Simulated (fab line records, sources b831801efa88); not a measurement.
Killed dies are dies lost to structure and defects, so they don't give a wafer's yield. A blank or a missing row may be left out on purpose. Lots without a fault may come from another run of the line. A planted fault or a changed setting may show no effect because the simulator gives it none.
A struck lot beside a sound one | flow sky130 | 17 steps out of a route of 708
Sound: wafers L597.3, L597.4, L597.5. Struck: wafers L605.1, L605.3, L605.6. The cause comes at the end.
At each step with rows: each side's tool, then ch and its chambers, then its first start. Under that, the readings that differ: sound wafers | struck wafers | difference of the means | sigmas: that difference in standard deviations of wafers without a fault.
alike: readings whose means differ by less than 2 such deviations, and words and numbers that are the same on both sides. not compared: withheld readings, readings that some wafer has no value for, bounds like >300 that may hide the same value, and numbers for which the record gives no deviation and whose values overlap.
The two part at a step that has a row with sigmas, a row that says differs or no value, or rows on one side only. Numbers that don't overlap but have no deviation are shown without sigmas and don't part them. A reading that every wafer of one side lacks parts them only if that side has two wafers or more.

SKY_VT_ADJUST_LVTN_OVL_MEAS_07:
  sound on overlay-02, day 7 21:30; struck on overlay-01, day 10 06:02
  alike: VT_ADJUST_LVTN_OVL
then, 1 step without rows for these wafers: SKY_VT_ADJUST_LVTN_IMPLANT_08.
SKY_VT_ADJUST_LVTN_STRIP_09: strips in O2/N2.
  sound on plasma_asher-03 ch 0,1, day 7 21:43; struck on plasma_asher-02 ch 1, day 10 06:14
  reading                     | sound          | struck         | difference | sigmas
  drypump_motor_current_A (A) | 5.71 6.18 5.72 | 6.33 6.34 6.34 | +0.47      | +2
  alike: o2_flow_sccm, oes_product_au, strip_time_to_endpoint_s
  not compared: rf_hours_counter_h
SKY_VT_ADJUST_LVTN_TW_MEAS_10:
  sound on film_metro-03, day 7 21:48; struck on film_metro-04, day 10 06:20
  alike: VT_ADJUST_LVTN_TW
then, 7 steps without rows for these wafers: SKY_VT_ADJUST_LVTN_DEHYDRATE_11 (time 60 s); SKY_VT_ADJUST_LVTN_HMDS_12 (prime time 60 s); SKY_VT_ADJUST_LVTN_COAT_13 (resist thk 1140 nm); SKY_VT_ADJUST_LVTN_SOFTBAKE_14 (time 60 s); SKY_VT_ADJUST_LVTN_EXPOSE_15 (exposes mask HVN STD DERIVED, target cd 600 nm); SKY_VT_ADJUST_LVTN_PEB_16; SKY_VT_ADJUST_LVTN_DEVELOP_17 (develop time 60 s).
SKY_VT_ADJUST_LVTN_OVL_MEAS_18:
  sound on overlay-02, day 8 18:52; struck on overlay-01, day 11 04:44
  alike: VT_ADJUST_LVTN_01_OVL
SKY_VT_ADJUST_LVTN_IMPLANT_19:
  sound on implanter-04 ch 0, day 8 18:56; struck on implanter-04 ch 0, day 11 04:47
  reading            | sound                         | struck                      | difference | sigmas
  dose_ions_cm2      | 6.506e+11 6.497e+11 6.494e+11 | 4.49e+11 4.49e+11 4.483e+11 | -2.01e+11  | -99 or more
  faraday_current_uA | 3.70 3.75 3.62                | 2.44 2.56 2.57              | -1.17      | -16
SKY_VT_ADJUST_LVTN_STRIP_20: strips in O2/N2.
  sound on plasma_asher-02 ch 0,1, day 8 19:04; struck on plasma_asher-03 ch 0,1, day 11 04:56
  alike: drypump_motor_current_A, o2_flow_sccm, oes_product_au, strip_time_to_endpoint_s
  not compared: rf_hours_counter_h
SKY_VT_ADJUST_LVTN_TW_MEAS_21:
  sound on film_metro-04, day 8 19:10; struck on film_metro-03, day 11 05:02
  reading             | sound             | struck            | difference | sigmas
  VT_ADJUST_LVTN_2_TW | 190.5 189.1 190.2 | 167.4 168.1 168.0 | -22.1      | -10
then, 1 step without rows for these wafers: SKY_VT_ADJUST_NCORE_DEHYDRATE_00 (time 60 s).
-- the record jumps here: 38 days lie between the struck wafers' starts before and after (it left off in module VT_ADJUST_NCORE and takes up again in module PAD_OPEN, whose first step shown is number 708 of the route) --
SKY_PAD_OPEN_PROBE_99:
  sound on prober-02, day 46 23:41; struck on prober-02, day 48 22:57
  reading                                    | sound                | struck               | difference | sigmas
  model.etest.res_pwell_under_gate.rs_ohm_sq | 2290 2289 2286       | 2312 2302 2332       | +27        |
  model.etest.nfet_g5v0d10v5.body_rise_v (V) | 0.6856 0.6807 0.6823 | 0.6479 0.6527 0.6478 | -0.0334    |
  model.etest.nfet_16v.body_rise_v (V)       | 0.6788 0.674 0.6734  | 0.6403 0.6447 0.6393 | -0.0340    |
  model.etest.nfet_g5v0d10v5.vt_sat_v (V)    | 0.7683 0.762 0.7644  | 0.7373 0.7477 0.7429 | -0.0223    |
  model.etest.nfet_g5v0d10v5.vt_v (V)        | 0.8274 0.8224 0.8253 | 0.8055 0.8147 0.8089 | -0.0153    |
  model.etest.nfet_16v.vt_v (V)              | 0.7711 0.7713 0.7761 | 0.7535 0.7659 0.7579 | -0.0137    |
  alike: killed_at_M0_to_M3, killed_at_M4_up, killed_at_contacts, killed_at_front_end, killed_at_other, killed_dies, killed_open, killed_short
  not compared: model.etest.nfet_g5v0d10v5.vt_long_v

WHERE THEY PART
First at SKY_VT_ADJUST_LVTN_STRIP_09; last, within this record, at SKY_VT_ADJUST_LVTN_TW_MEAS_21. Later steps at which nothing parts them and some readings are alike: SKY_PAD_OPEN_PROBE_99.

WHY: what the simulator had put in
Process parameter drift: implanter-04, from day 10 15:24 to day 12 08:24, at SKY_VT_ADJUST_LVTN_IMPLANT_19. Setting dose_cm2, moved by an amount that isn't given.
